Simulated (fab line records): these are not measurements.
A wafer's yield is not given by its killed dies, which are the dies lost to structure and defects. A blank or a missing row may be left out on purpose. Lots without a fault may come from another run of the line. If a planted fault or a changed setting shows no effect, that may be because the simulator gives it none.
Which tool is to blame? ; flow gf180mcu ; 7 lots, 21 wafers sampled, at 3 steps of a route of 602

== WHAT EACH GAUGE READ, for each wafer ==
GF_HV_LDD_CD_MEAS_07: target cd 400 nm.
lot;measured;on;cdNm (nm)
L807;day 10 22:44;cdSem-02;398.0 398.7 396.6
L810;day 11 19:05;cdSem-02;394.4 391.8 393.3
L814;day 13 04:07;cdSem-02;400.2 400.5 399.2
L816;day 13 17:17;cdSem-02;401.4 400.2 403.6
L818;day 14 06:07;cdSem-01;401.0 398.6 400.9
L822;day 15 13:14;cdSem-02;369.0 368.9 369.9
L824;day 16 02:20;cdSem-01;377.2 377.8 375.9

== WHAT TOOL EACH LOT RAN ON (gives the tool, then ch and the chambers of the sampled wafers, and finally the start) ==
lot;GF_STI_CMP_25;GF_HV_LDD_EXPOSE_04
L807;cmp-02 ch 0,1,2, day 2 18:36;ilineStepper-02 ch 0, day 10 13:43
L810;cmp-01 ch 0,1,3, day 3 10:17;ilineStepper-01 ch 0, day 11 10:42
L814;cmp-01 ch 1,2,3, day 4 07:25;ilineStepper-02 ch 0, day 12 18:28
L816;cmp-01 ch 1,3, day 4 17:37;ilineStepper-02 ch 0, day 13 07:17
L818;cmp-01 ch 0,2,3, day 5 04:08;ilineStepper-02 ch 0, day 13 20:34
L822;cmp-01 ch 0,1,2, day 5 23:52;ilineStepper-02 ch 0, day 15 02:31
L824;cmp-02 ch 0,2,3, day 6 10:46;ilineStepper-02 ch 0, day 15 15:15
- GF_STI_CMP_25: polishes, stops on Si3N4, t overpolish 33 s, target thk 524.6 nm.
- GF_HV_LDD_EXPOSE_04: exposes mask Nplus LV AREA, target cd 400 nm.

== THE ANSWER, worked out from the rows above alone ==
Rule: the lots themselves supply what counts as usual. The widest of any qualifying gaps counts: lots, ordered by their means at a reading, are off when they make up no more than a third of the lots, leave a main group of 4 or more, and stand apart from it by 3 or more times the standard deviation of that group's means. A main group is skipped when, at the precision printed for the reading in the tables above, its means are all equal. Also off: a lot with no number at a reading for which 4 or more lots have one. All remaining lots with rows at the step are treated as sound.
Off: L822, L824, at GF_HV_LDD_CD_MEAS_07 (cdNm). The main group: mean 398.6 nm, standard deviation 3.
A tool fits if, at a process step before that reading, it ran every lot that is off, and no sound lot after the first of them. Gauges at GF_HV_LDD_CD_MEAS_07: tried the same way as those tools. One fits: ilineStepper-02 at GF_HV_LDD_EXPOSE_04. A fault onset in the window from L818 (day 13 20:34, its last sound lot) to L822 (day 15 02:31, its first lot off) fits.

== WHAT THE SIMULATOR PUT IN ==
Process parameter drift: ilineStepper-02, from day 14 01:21 on, at GF_HV_LDD_EXPOSE_04. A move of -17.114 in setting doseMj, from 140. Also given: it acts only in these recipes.
Struck lots among those shown: L822, L824. The rule given above showed the same thing.
